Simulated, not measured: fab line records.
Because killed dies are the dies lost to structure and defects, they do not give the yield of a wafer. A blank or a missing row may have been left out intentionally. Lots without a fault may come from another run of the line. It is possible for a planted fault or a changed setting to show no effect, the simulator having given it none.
fab line records    flow sky130
[record] lots = 5  wafers = 15  lastDay = 50
route steps=708 shown SD_P@359 RES_XHIGH@360 SALICIDE@361 LI_CONTACT@362 PAD_OPEN@708
lots that met no fault: from a run of the same line without faults
startH: start of the lot's first displayed wafer, in hours after the record's first day    waitH: time in hours since the lot's previous step    " same as the row above    L1.1+2: a single row standing in for several wafers    - value missing, or start not given    * or withheld: withheld    < > ~ a bound
route shown NAME@n: names a module that has steps shown in the file, with the first one's number in the route    usual: mean/standard deviation taken from wafers without a fault    same: alike in all rows    chamber/n: place in a boat    sites: per-site readings    _std_site: standard deviation of those values    _edge_site: mean of outer sites minus mean of inner sites    radiusMm: for every site, how far away it sits from the centre of the wafer    mask NAME#n: copy n    behind: the most recent tool/chamber to have shaped the wafer    hold: reason for holding the lot/hours on hold/outcome of the hold    device: the transistor (n, p or np) that didn't switch    end of line: the same wafers' tests at the end of the route    for a step that has no rows: nothing shown but its recipe    killed: the dies lost at the first sort to structure and to defects; this is not the yield of the wafer    map: a wafer's dies, x killed, . not, _ none there
set.NAME: the setting the step ran with; set.NAME@STEP: the setting that earlier step ran with    model.NAME: the simulator's own value behind a step, which no gauge read
lots seen at some steps along the route; tables by step, rows by wafer
services: from which hour (startH, from the record's first day; less than 0 if before it) a tool's chamber was out of use, for how many hours, and why
[[steps]]
[step SKY_SD_N_RS_MEAS_17]
[recipe] thkMeasGauge = four-point-probe
[usual] SD_P_RS = 147.0/0.34
lot.wafer  tool          chamber  startH  waitH  SD_P_RS[ohm/sq]
L932.1     filmMetro-04  -        696.55  0.1    147.4
L932.5     "             -        "       "      147.5
L932.6     "             -        "       "      146.8
L942.3     filmMetro-04  -        768.03  0.1    146.7
L942.4     "             -        "       "      147.2
L942.5     "             -        "       "      147.0
L947.1     filmMetro-01  -        798.44  0.1    146.7
L947.3     "             -        "       "      146.6
L947.5     "             -        "       "      147.0
L948.1     filmMetro-03  -        805.88  0.1    146.7
L948.3     "             -        "       "      146.8
L948.4     "             -        "       "      146.8
L951.2     filmMetro-04  -        827.54  0.1    147.0
L951.3     "             -        "       "      147.2
L951.4     "             -        "       "      147.0
[step SKY_SD_N_RS_MEAS_18]
[recipe] thkMeasGauge = four-point-probe
[usual] RES_XHIGH_RS = 333.4/1.1
lot.wafer  tool          chamber  startH  waitH  RES_XHIGH_RS[ohm/sq]
L932.1     filmMetro-04  -        696.67  0.1    333.9
L932.5     "             -        "       "      334.4
L932.6     "             -        "       "      334.9
L942.3     filmMetro-04  -        768.15  0.1    334.1
L942.4     "             -        "       "      334.0
L942.5     "             -        "       "      334.8
L947.1     filmMetro-01  -        798.56  0.1    332.4
L947.3     "             -        "       "      333.3
L947.5     "             -        "       "      334.0
L948.1     filmMetro-03  -        806.00  0.1    333.6
L948.3     "             -        "       "      333.8
L948.4     "             -        "       "      333.3
L951.2     filmMetro-04  -        827.66  0.1    332.3
L951.3     "             -        "       "      332.6
L951.4     "             -        "       "      332.5
[step SKY_SALICIDE_CLEAN_00]
[recipe] chemistry = HF-last  timeS = 30  dilution = 100:1  dry = ipaMarangoni
[step SKY_LI_CONTACT_HDPCVD_00]
[recipe] material = PSG  targetThkNm = 930  sigmaOpenFrac = 0.3  timeS = 155  tempC = 600  sih4FlowSccm = 60  pressureMtorr = 6
[step SKY_LI_CONTACT_THK_MEAS_01]
[recipe] reads = PSG_of_LI_CONTACT_HDPCVD_00
[usual] LI_CONTACT_HDPCVD_THK = 933/10
lot.wafer  tool          chamber  startH  waitH  LI_CONTACT_HDPCVD_THK[nm]
L932.1     filmMetro-03  -        696.93  0.1    941
L932.5     "             -        "       "      940
L932.6     "             -        "       "      939
L942.3     filmMetro-04  -        768.37  0.1    950
L942.4     "             -        "       "      945
L942.5     "             -        "       "      941
L947.1     filmMetro-03  -        798.80  0.1    943
L947.3     "             -        "       "      930
L947.5     "             -        "       "      934
L948.1     filmMetro-04  -        806.24  0.1    923
L948.3     "             -        "       "      924
L948.4     "             -        "       "      923
L951.2     filmMetro-01  -        827.89  0.1    936
L951.3     "             -        "       "      955
L951.4     "             -        "       "      937
[step SKY_LI_CONTACT_CMP_02]
[recipe] material = PSG  downForcePsi = 4  platenRpm = 60  padVelocityMS = 0.94248
[usual] motorCurrentA = 11.6/1.2  timeToEndpointS = 32.4/2.6
lot.wafer  tool    chamber  startH  waitH  motorCurrentA  timeToEndpointS
L932.1     cmp-02  2        697.12  0.2    11.6           31.4
L932.5     "       2        "       "      11.9           29.0
L932.6     "       3        "       "      11.8           30.5
L942.3     cmp-02  1        768.46  0.1    12.0           30.8
L942.4     "       3        "       "      12.4           33.4
L942.5     "       0        "       "      11.9           31.7
L947.3     cmp-01  1        798.91  0.1    10.1           35.8
L947.1     "       2        "       "      12.9           36.2
L947.5     "       1        "       "      9.9            35.7
L948.3     cmp-01  3        806.30  0.0    12.4           34.5
L948.1     "       0        "       "      9.3            33.9
L948.4     "       1        "       "      10.3           36.5
L951.4     cmp-01  2        827.94  0.0    12.5           34.3
L951.3     "       3        "       "      12.2           35.7
L951.2     "       1        "       "      9.9            35.4
[step SKY_LI_CONTACT_BOW_MEAS_03]
[recipe] mode = bow
[usual] LI_CONTACT_BOW = 55/6.2
lot.wafer  tool          chamber  startH  waitH  LI_CONTACT_BOW[um]
L932.1     filmMetro-03  -        697.42  0.2    56
L932.5     "             -        "       "      53
L932.6     "             -        "       "      63
L942.3     filmMetro-04  -        768.75  0.2    56
L942.4     "             -        "       "      56
L942.5     "             -        "       "      54
L947.1     filmMetro-04  -        799.16  0.1    54
L947.3     "             -        "       "      50
L947.5     "             -        "       "      55
L948.1     filmMetro-04  -        806.60  0.2    58
L948.3     "             -        "       "      46
L948.4     "             -        "       "      55
L951.2     filmMetro-04  -        828.26  0.1    60
L951.3     "             -        "       "      37
L951.4     "             -        "       "      59
[step SKY_LI_CONTACT_DEHYDRATE_04]
[recipe] tempC = 200  timeS = 60
[step SKY_LI_CONTACT_HMDS_05]
[recipe] primeTimeS = 60  primeTempC = 120
[step SKY_LI_CONTACT_COAT_06]
[recipe] resist = BARC  tempC = withheld  timeS = withheld  spinRpm = 3000  resistThkNm = 60
[step SKY_LI_CONTACT_COAT_07]
[recipe] resist = KrF-thick  spinRpm = 3000  resistThkNm = 450
[step SKY_LI_CONTACT_SOFTBAKE_08]
[recipe] tempC = 100  timeS = 90  resist = KrF-thick
[step SKY_LI_CONTACT_EXPOSE_09]
[recipe] maskId = LICM1  na = 0.8  sourceShape = annular  sigmaInner = 0.55  sigmaOuter = 0.85  targetCdNm = 170  doseMj = 38
lot.wafer   tool           chamber  startH  waitH  mask
L932.1+5+6  krfScanner-01  0        712.12  -      LICM1#0
L942.3+4+5  krfScanner-02  0        782.09  -      LICM1_R1#0
L947.1+3+5  krfScanner-02  0        812.30  -      LICM1#0
L948.1+3+4  krfScanner-02  0        819.85  -      LICM1#0
L951.2+3+4  krfScanner-02  0        841.23  -      LICM1#0
[step SKY_LI_CONTACT_PEB_10]
[recipe] pebTempC = withheld  pebTimeS = withheld  resist = KrF-thick
[step SKY_LI_CONTACT_DEVELOP_11]
[recipe] developTimeS = 60  resist = KrF-thick  devTempC = 21
[step SKY_LI_CONTACT_CD_MEAS_12]
[recipe] targetCdNm = 170
[usual] cdNm = 170.1/1.5
lot.wafer  tool      chamber  startH  waitH  cdNm
L932.1     cdSem-02  -        725.86  -      168.7
L932.5     "         -        "       "      168.9
L932.6     "         -        "       "      169.9
L942.3     cdSem-01  -        795.55  -      149.4
L942.4     "         -        "       "      147.9
L942.5     "         -        "       "      148.8
L947.1     cdSem-02  -        825.75  -      169.0
L947.3     "         -        "       "      167.7
L947.5     "         -        "       "      168.2
L948.1     cdSem-02  -        832.48  -      171.0
L948.3     "         -        "       "      168.7
L948.4     "         -        "       "      171.7
L951.2     cdSem-01  -        854.10  -      169.8
L951.3     "         -        "       "      169.9
L951.4     "         -        "       "      169.6
[step SKY_LI_CONTACT_OVL_MEAS_13]
[usual] LI_CONTACT_OVL = 3/5
lot.wafer  tool        chamber  startH  waitH  LI_CONTACT_OVL[nm]
L932.1     overlay-01  -        725.98  0.1    3
L932.5     "           -        "       "      3
L932.6     "           -        "       "      -4
L942.3     overlay-02  -        795.65  0.1    6
L942.4     "           -        "       "      -1
L942.5     "           -        "       "      -1
L947.1     overlay-02  -        825.87  0.1    5
L947.3     "           -        "       "      6
L947.5     "           -        "       "      7
L948.1     overlay-01  -        832.60  0.1    5
L948.3     "           -        "       "      2
L948.4     "           -        "       "      0
L951.2     overlay-01  -        854.21  0.1    0
L951.3     "           -        "       "      6
L951.4     "           -        "       "      5
[step SKY_LI_CONTACT_ETCH_14]
[recipe] chemistry = N2/H2  target = BARC  ionEnergyEv = 200  sourceW = 500  biasW = 100  pressureMtorr = 30  n2FlowSccm = 100  h2FlowSccm = 200  stopOn = SiO2  timeS = 45.9  targetDepthA = 600
[usual] drypumpMotorCurrentA = 5.5/0.46  oesProductAu = 0.855/0.0051  throttleValvePct = 13.227/0.0081
lot.wafer  tool        chamber  startH  waitH  drypumpMotorCurrentA  oesProductAu  rfHoursCounterH  throttleValvePct  model.LI_CONTACT.cdNm
L932.1     rieDiel-02  0        726.02  0.0    5.4                   0.848         4                13.230            169.2
L932.5     "           1        "       "      5.0                   0.850         -                13.216            169.1
L932.6     "           0        "       "      5.4                   0.852         -                13.240            170.2
L942.3     rieDiel-02  1        795.67  0.0    5.0                   0.859         34               13.239            149.4
L942.4     "           0        "       "      5.4                   0.858         5                13.215            148
L942.5     "           0        "       "      5.4                   0.853         -                13.228            149.4
L947.1     rieDiel-04  3        825.91  0.0    6.0                   0.851         17               13.233            169.9
L947.3     "           0        "       "      5.1                   0.853         9                13.212            167.5
L947.5     "           0        "       "      5.1                   0.857         -                13.230            168
L948.1     rieDiel-04  0        832.64  0.0    5.1                   0.841         9                13.237            171.2
L948.3     "           3        "       "      6.0                   0.857         17               13.241            168.8
L948.4     "           1        "       "      5.8                   0.856         14               13.228            172
L951.2     rieDiel-01  3        854.24  0.0    4.8                   0.856         17               13.221            169.4
L951.3     "           2        "       "      5.9                   0.855         14               13.226            169.2
L951.4     "           1        "       "      6.1                   0.853         18               13.236            169.3
[step SKY_LI_CONTACT_ETCH_15]
[recipe] target = PSG  chemistry = C4F8/O2/Ar  stopOn = Si  taperDeg = 4.15  maskMaterial = KrF-thick  sourceW = 1500  biasW = 1200  pressureMtorr = 40  c4f8FlowSccm = withheld  O2_flow_sccm = 6  Ar_flow_sccm = 300  timeS = withheld  targetDepthA = 6000
[usual] oesProductAu = 0.837/0.0049
lot.wafer  tool        chamber  startH  waitH  oesProductAu  model.LI_CONTACT.cdNm
L932.1     rieDiel-02  0        726.08  0.0    0.843         169.3
L932.5     "           1        "       "      0.841         169
L932.6     "           0        "       "      0.837         170
L942.3     rieDiel-02  1        795.71  0.0    0.834         150.1
L942.4     "           0        "       "      0.845         148.3
L942.5     "           0        "       "      0.838         149.8
L947.1     rieDiel-04  3        825.95  0.0    0.840         169.4
L947.3     "           0        "       "      0.838         167.6
L947.5     "           0        "       "      0.836         168.2
L948.1     rieDiel-04  0        832.68  0.0    0.836         171.1
L948.3     "           3        "       "      0.843         168.6
L948.4     "           1        "       "      0.839         172.1
L951.2     rieDiel-01  3        854.28  0.0    0.847         169.9
L951.3     "           2        "       "      0.833         169.9
L951.4     "           1        "       "      0.832         169.7
[step SKY_LI_CONTACT_STRIP_16]
[recipe] chemistry = O2/N2  powerW = 1400  pressureMtorr = 1500  platenTempC = withheld  o2FlowSccm = 3000  n2FlowSccm = 300  overashFraction = 0.5
[usual] drypumpMotorCurrentA = 5.35/0.29  oesProductAu = 0.376/0.0046  stripTimeToEndpointS = 3.499/0.03
lot.wafer  tool            chamber  startH  waitH  drypumpMotorCurrentA  oesProductAu  rfHoursCounterH  stripTimeToEndpointS
L932.1     plasmaAsher-01  0        726.21  -      5.44                  0.377         90               3.472
L932.5     "               1        "       "      4.89                  0.373         -                3.465
L932.6     "               0        "       "      5.42                  0.375         -                3.489
L942.3     plasmaAsher-01  1        795.83  -      4.91                  0.373         -                3.492
L942.4     "               0        "       "      5.44                  0.380         -                3.531
L942.5     "               0        "       "      5.42                  0.377         -                3.508
L947.1     plasmaAsher-03  0        826.03  -      5.60                  0.376         70               3.471
L947.3     "               0        "       "      5.61                  0.371         -                3.500
L947.5     "               0        "       "      5.60                  0.377         -                3.485
L948.1     plasmaAsher-03  0        832.76  -      5.59                  0.373         70               3.484
L948.3     "               0        "       "      5.58                  0.381         -                3.472
L948.4     "               1        "       "      5.71                  0.381         -                3.494
L951.2     plasmaAsher-04  1        854.36  -      5.40                  0.380         11               3.546
L951.3     "               0        "       "      5.11                  0.372         -                3.499
L951.4     "               1        "       "      5.39                  0.378         -                3.528
[step SKY_PAD_OPEN_PROBE_99]
[usual] killed_at_M0_to_M3 = 43/6.9  killed_at_M4_up = 3.1/1.8  killedAtContacts = 24/5.1  killedAtFrontEnd = 15/4.8  killedAtOther = 0.3/0.48  killedDies = 86/8.9  killedOnRim = 18/3.8  killedOpen = 47/6.8  killedShort = 39/6.3
[same] grossDies = 492  killedAtBackSide = 0
lot.wafer  tool       chamber  startH   waitH  killed_at_M0_to_M3  killed_at_M4_up  killedAtContacts  killedAtFrontEnd  killedAtOther  killedDies  killedOnRim  killedOpen  killedShort  model.etest.liconPdiff.rcOhm  model.etest.pfetG5v0d10v5.rOnOhmUm  model.etest.pfet_01v8.rOnOhmUm  model.etest.liconHighPo.rcOhm  model.etest.nfetG5v0d10v5.rOnOhmUm  model.etest.liconNdiff.rcOhm  model.etest.nfet_01v8.rOnOhmUm  model.etest.sonosUncharged.rOnOhmUm
L932.1     prober-01  -        1114.70  0.1    43                  1                26                16                1              87          18           53          33           582                           4849                                2936                            341.2                          1901                                176.6                         875.7                           832.9
L932.5     prober-01  -        1114.90  0.2    51                  0                18                17                1              87          20           53          33           571.9                         4779                                2908                            355.9                          1881                                177.7                         873.2                           822.7
L932.6     prober-01  -        1114.95  0.2    51                  3                14                14                0              82          14           40          42           590                           4764                                2883                            354.5                          1861                                180.6                         885.2                           819.5
L942.3     prober-01  -        1163.85  0.2    48                  4                35                10                0              97          29           41          42           710.4                         4794                                2941                            405.3                          1895                                220.2                         869.4                           834.3
L942.4     prober-01  -        1163.90  0.2    40                  5                47                14                0              106         22           57          33           705                           4809                                2974                            410.3                          1910                                223.2                         881.4                           851.7
L942.5     prober-01  -        1163.95  0.2    32                  1                44                27                0              104         38           52          34           698.1                         4759                                2911                            411.7                          1888                                213.7                         859.6                           849
L947.1     prober-01  -        1182.12  0.1    31                  1                24                11                1              68          17           39          29           585.5                         4721                                2887                            361.6                          1883                                174.2                         843.6                           829.5
L947.3     prober-01  -        1182.22  0.2    42                  3                29                15                0              89          14           51          38           599.2                         4768                                2912                            362.7                          1909                                185.4                         853.9                           815.8
L947.5     prober-01  -        1182.32  0.2    49                  1                24                18                0              92          24           54          37           591.7                         4795                                2920                            361                            1908                                180.7                         857.4                           814.3
L948.1     prober-02  -        1189.02  0.1    47                  3                20                18                0              88          16           42          46           557.6                         4780                                2926                            357.2                          1908                                174.5                         852.8                           805.9
L948.3     prober-02  -        1189.12  0.2    58                  5                24                13                0              100         20           60          39           564.4                         4786                                2911                            358.3                          1876                                181                           848.5                           806.4
L948.4     prober-02  -        1189.17  0.2    42                  1                20                18                0              81          15           44          37           581.7                         4821                                2935                            359.9                          1890                                182                           860.4                           810.5
L951.2     prober-01  -        1197.95  0.1    49                  1                26                18                0              94          16           44          50           586.7                         4779                                2883                            356.8                          1889                                184.7                         816.1                           797.7
L951.3     prober-01  -        1198.00  0.2    50                  3                18                18                0              89          19           47          42           579                           4780                                2890                            345.1                          1881                                180.6                         830.1                           805.6
L951.4     prober-01  -        1198.05  0.2    35                  5                25                17                0              82          18           42          39           582.3                         4713                                2803                            354.3                          1855                                183.4                         799.1                           795.2
// killed by level:class
L932.1 CONTACT:geometricParticle:open=13 METAL2:geometricParticle:short=11 VIA1:geometricParticle:open=9 LI_CONTACT:geometricParticle:open=6 VIA2:geometricParticle:open=6 VIA3:geometricParticle:open=6 POLY_GATE:geometricParticle:short=4 POLY_GATE:geometricParticle:open=4
L932.5 VIA1:geometricParticle:open=10 METAL1:geometricParticle:short=8 VIA3:geometricParticle:open=8 LI_CONTACT:geometricParticle:open=7 VIA2:geometricParticle:open=7 CONTACT:geometricParticle:open=6 FIELD_ISO:geometricParticle:short=5 METAL2:geometricParticle:short=5
L932.6 VIA1:geometricParticle:open=7 CONTACT:geometricParticle:open=7 METAL1:geometricParticle:short=7 VIA1:geometricParticle:short=6 METAL2:geometricParticle:short=6 VIA2:geometricParticle:open=5 VIA3:geometricParticle:open=5 POLY_GATE:geometricParticle:short=4
L942.3 LI_CONTACT:areaExpose=14 METAL2:geometricParticle:short=12 VIA3:geometricParticle:open=9 VIA1:geometricParticle:open=8 CONTACT:geometricParticle:open=6 LI_CONTACT:geometricParticle:open=6 CONTACT:geometricParticle:short=5 VIA1:geometricParticle:short=5
L942.4 CONTACT:geometricParticle:open=17 LI_CONTACT:areaExpose=15 VIA3:geometricParticle:open=7 LI_CONTACT:geometricParticle:open=7 VIA1:geometricParticle:open=6 METAL2:geometricParticle:short=6 FIELD_ISO:geometricParticle:short=4 FIELD_ISO:geometricParticle:open=4
L942.5 LI_CONTACT:areaExpose=17 FIELD_ISO:geometricParticle:short=11 CONTACT:geometricParticle:open=11 VIA2:geometricParticle:open=7 LI_CONTACT:geometricParticle:open=6 VIA1:geometricParticle:open=6 VIA3:geometricParticle:open=6 POLY_GATE:geometricParticle:open=5
L947.1 LI_CONTACT:geometricParticle:open=8 CONTACT:geometricParticle:open=8 VIA2:geometricParticle:short=5 VIA1:geometricParticle:open=5 FIELD_ISO:geometricParticle:open=4 CONTACT:geometricParticle:short=4 METAL1:geometricParticle:short=4 FIELD_ISO:geometricParticle:short=3
L947.3 CONTACT:geometricParticle:open=11 LI_CONTACT:geometricParticle:open=10 VIA3:geometricParticle:open=9 CONTACT:geometricParticle:short=6 METAL2:geometricParticle:short=6 FIELD_ISO:geometricParticle:open=5 VIA1:geometricParticle:open=4 VIA2:geometricParticle:open=4
L947.5 CONTACT:geometricParticle:open=11 VIA1:geometricParticle:open=10 METAL1:geometricParticle:short=8 VIA3:geometricParticle:open=7 LOCAL_INTERCONNECT:geometricParticle:short=6 FIELD_ISO:geometricParticle:open=5 VIA1:geometricParticle:short=5 VIA2:geometricParticle:open=5
L948.1 VIA1:geometricParticle:open=8 CONTACT:geometricParticle:open=8 FIELD_ISO:geometricParticle:short=7 VIA2:geometricParticle:open=6 METAL1:geometricParticle:short=6 VIA3:geometricParticle:open=6 VIA1:geometricParticle:short=5 FIELD_ISO:geometricParticle:open=4
L948.3 VIA1:geometricParticle:open=15 CONTACT:geometricParticle:open=12 METAL1:geometricParticle:short=10 VIA3:geometricParticle:open=6 LI_CONTACT:geometricParticle:open=5 METAL2:geometricParticle:short=5 VIA2:geometricParticle:open=5 FIELD_ISO:geometricParticle:open=4
L948.4 VIA1:geometricParticle:open=11 LOCAL_INTERCONNECT:geometricParticle:short=7 VIA2:geometricParticle:open=7 VIA3:geometricParticle:open=5 LI_CONTACT:geometricParticle:open=5 FIELD_ISO:geometricParticle:short=4 POLY_GATE:geometricParticle:short=4 CONTACT:geometricParticle:open=4
L951.2 METAL2:geometricParticle:short=11 VIA1:geometricParticle:open=8 LOCAL_INTERCONNECT:geometricParticle:short=7 METAL1:geometricParticle:short=6 CONTACT:geometricParticle:open=6 CONTACT:geometricParticle:short=5 VIA2:geometricParticle:open=5 VIA3:geometricParticle:open=5
L951.3 VIA1:geometricParticle:open=10 CONTACT:geometricParticle:open=8 METAL2:geometricParticle:short=8 METAL1:geometricParticle:short=7 METAL3:geometricParticle:short=6 FIELD_ISO:geometricParticle:open=5 VIA3:geometricParticle:open=5 VIA2:geometricParticle:open=5
L951.4 VIA1:geometricParticle:open=9 LI_CONTACT:geometricParticle:open=8 METAL2:geometricParticle:short=7 FIELD_ISO:geometricParticle:short=6 POLY_GATE:geometricParticle:short=6 CONTACT:geometricParticle:open=6 VIA2:geometricParticle:open=6 VIA3:geometricParticle:open=5
// map L942.4 (x killed, . not)
__________xxx.xx...._________
________.....xx.....x._______
______.xx.....x...x....._____
_____....x......x..x....x____
____..x...x.......x..x.x..___
___..x..x.x.....x..........__
__.......x......x......x.x.._
_..x......x.......x..x.......
_x.x...xx......x.x.......x...
_.x..x....x....x....x.x...x..
_......x..x..xx.........x....
_..x...x..x....x...x..x.x...x
_..xx....x...................
_xx.x.xx..x....x.........x...
_.xxx........x......x...x...x
__.x.x........x..x..x..x..x._
___.x...x....xx.........x..__
____.x.....x....x......x..___
_____x.x....x.....xx.....____
______.x..x.x...x......._____
________......x....x.._______
__________........x._________
// map L948.3 (x killed, . not)
__________.xxx......_________
________...........x.._______
______...xx..x.........._____
_____....................____
____....x.......x.x...xx..___
___x.x...x.......x....x....__
__x......x..x....x...xx...x._
_..........x...x....x..x.xxx.
_.x.x....xx......x...x.......
_.....xx..........xxx.....xx.
_..x....x..x.x.x........xx...
_......xxx..x.......xx.x.x.x.
_x.x..x..x........x.....x.x.x
_x..x................x.......
_x.x.......x.................
__.x...x....x.x...x........._
___..x...xx.xx......x......__
____xx.x......x.x.....x...___
_____.................x..____
______.......x...x...x.._____
________.......x...xx._______
__________.....x...x_________
[[services]]
tool            chamber  startH  hours  kind
krfScanner-02   -        680.91  1.3    pm
rieDiel-02      1        682.16  4.2    repair
rieDiel-04      -        690.09  2.8    pm
rieDiel-01      0        694.52  5.6    repair
rieDiel-04      2        695.05  4.0    repair
rieDiel-04      0        696.78  2.6    repair
rieDiel-01      3        701.86  15.4   repair
rieDiel-02      0        705.45  3.9    repair
plasmaAsher-01  -        705.47  2.8    pm
plasmaAsher-03  -        711.42  1.4    repair
plasmaAsher-01  -        718.46  6.4    repair
rieDiel-02      2        722.81  6.1    repair
rieDiel-02      -        727.16  0.4    repair
rieDiel-04      3        728.14  5.7    repair
krfScanner-02   -        729.40  0.4    repair
krfScanner-02   -        732.68  0.8    pm
rieDiel-02      -        739.14  3.0    repair
krfScanner-02   -        742.74  2.2    repair
cmp-02          -        744.00  4.0    pm
plasmaAsher-03  -        750.34  0.6    repair
krfScanner-02   -        756.19  1.0    pm
rieDiel-04      2        779.01  3.4    repair
rieDiel-02      -        781.42  1.3    repair
rieDiel-02      1        847.20  6.3    repair
[[key]]
[firstSign] step = SKY_LI_CONTACT_EXPOSE_09  reading = mask  direction = changed
[effect] step = SKY_LI_CONTACT_CD_MEAS_12  reading = cdNm  direction = down  sigmas = 14  usual = 170.1  struck = 148.7
[effect] step = SKY_PAD_OPEN_PROBE_99  reading = killedAtContacts  direction = up  sigmas = 3.5  usual = 24  struck = 42
[modelEffect] step = SKY_LI_CONTACT_ETCH_14  value = LI_CONTACT.cdNm  without = 168.9  struck = 148.9
[modelEffect] step = SKY_LI_CONTACT_ETCH_15  value = LI_CONTACT.cdNm  without = 169.4  struck = 149.4
[modelEffect] step = SKY_PAD_OPEN_PROBE_99  value = etest.liconPdiff.rcOhm  without = 579.2  struck = 704.5
[moreKillsBornAt] SKY_LI_CONTACT_EXPOSE_09@krfScanner-02 = 46
metAt SKY_LI_CONTACT_EXPOSE_09
struckWafers L942.3,L942.4,L942.5
testerLeftOut L942
[fault] kind = wrongMask  tool = any  chamber = -  onsetH = 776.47  steps = SKY_LI_CONTACT_EXPOSE_09  auxCopy = LICM1_R1#0  cdOffsetNm = -20  scope = struckLotsOnly
// testerLeftOut: of these lots the tester's yield and bins aren't shown, on N5 and GAA mostly nor the transistor test; their killed dies are dies lost to structure and defects alone, not to doping, threshold or leakage, so they don't give the yield
